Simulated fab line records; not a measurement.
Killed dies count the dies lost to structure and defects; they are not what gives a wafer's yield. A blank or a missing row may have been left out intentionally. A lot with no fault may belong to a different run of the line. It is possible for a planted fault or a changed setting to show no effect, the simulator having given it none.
8D (eight disciplines) problem report, filled in by code	flow sfq line	the parts of the form that need people (team, actions taken, sign-off) are left out

== 1. PROBLEM STATEMENT ==
thk nm at SFQ_TRILAYER_I6_METRO_MEASURE_167 reads a mean of 248.7 nm on 1 wafer of 1 lot; wafers without a fault read 200.2 nm with a standard deviation of 1.4. That is +35 standard deviations from the usual mean.
Earliest sighting: wafer L763.6 on film metro-03 at day 61 21:57. Wafers with a number at this step in the record: 36, from 13 lots. Rule for "out", or "out of limits": more than 4 standard deviations from the usual mean. The other wafers with a number count as sound.

== 2. WHAT IT IS; WHAT IT IS NOT ==
question	is	is not
which readings at this step	thk nm	-
which lots	L763	L754, L755, L756, L757, L758, L760, L761, L768, L773, L775, L776, L777
which wafers of those lots	L763.6	L763.1
read on which tools	film metro-03	film metro-01, film metro-02
when	from day 61 21:57	up to then (22 sound wafers); but 13 sound wafers of L768, L773, L775, L776, L777 came after

== 3. WHAT RULES OUT EACH SUSPECT ==
Counting: a tool at a process step up to the reading stays a suspect if it ran every lot that is out. Sound lots after the first of them don't rule it out here, since some wafers of a struck lot are sound.
- rie metal-04 at SFQ_TRILAYER_C5_STRIP_STRIP_155 (strips in O2): kept. It ran the lot that is out, L763 (day 60 00:48).
- cmp-02 at SFQ_TRILAYER_I6_CMP_CMP_166 (polishes SiO2): kept. It ran the lot that is out, L763 (day 61 18:20); its last sound lot up to then is L761 (day 61 05:39).
- film metro-03 at SFQ_TRILAYER_I6_METRO_MEASURE_167: kept. It ran the lot that is out, L763 (day 61 20:57); its last sound lot up to then is L760 (day 61 05:58). On those wafers its own readings are out: thk nm.
Still standing after the count: rie metal-04 at SFQ_TRILAYER_C5_STRIP_STRIP_155, cmp-02 at SFQ_TRILAYER_I6_CMP_CMP_166, film metro-03 at SFQ_TRILAYER_I6_METRO_MEASURE_167.

== 4. THE CAUSE (what the simulator had put in) ==
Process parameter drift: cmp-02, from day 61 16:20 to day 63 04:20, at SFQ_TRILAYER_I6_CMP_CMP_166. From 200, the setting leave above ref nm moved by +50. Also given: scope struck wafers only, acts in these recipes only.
This tool is one of the 3 suspects left after counting.

== 5. SEQUENCE OF EFFECTS, ordered by route ==
Each row: a reading whose mean over the struck wafers that have a number lies more than 3 standard deviations from the usual. Readings are gone through only where the record gives a usual standard deviation; hours: the median, over the lots, of the time from a lot's start at the first step in this table giving one to that lot's start at this step; sigmas: the change measured in usual standard deviations.
hours	step	reading	usual	on struck wafers	change	sigmas
0	SFQ_TRILAYER_I6_CMP_CMP_166	time to endpoint s	215 s	183	-32	-3.2
2	SFQ_TRILAYER_I6_METRO_MEASURE_167	thk nm	200.2 nm	248.7	+48.5	+35
104	SFQ_TRILAYER_I6_VIA_ETCH_VIA_ETCH_172	oes product au	0.855 a.u.	0.959	+0.104	+17
Its process steps:
- SFQ_TRILAYER_I6_CMP_CMP_166: polishes SiO2.
- SFQ_TRILAYER_I6_METRO_MEASURE_167
- SFQ_TRILAYER_I6_VIA_ETCH_VIA_ETCH_172: etches SiO2 in CHF3, stops on Nb, target depth 260 nm.
Later measuring or inspecting steps at which every struck wafer that the step has a row for has a number for every such reading, and none has moved that far: SFQ_M8_OVL_MEAS_948.

== 6. WHAT WOULD HAVE CAUGHT IT SOONER ==
In this record no reading fell out of limits until day 61 21:57, 6 hours after the fault had begun at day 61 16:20.
Tool readings at SFQ_TRILAYER_I6_CMP_CMP_166 with a usual standard deviation given in the record: none out on any struck wafer, hence no alarm at a limit of 4 standard deviations on them.
By day 61 21:57 the whole set of lots that are out, 1 in number, had already begun SFQ_TRILAYER_I6_CMP_CMP_166 on cmp-02. Tool hold at that time: it would have spared none of them.
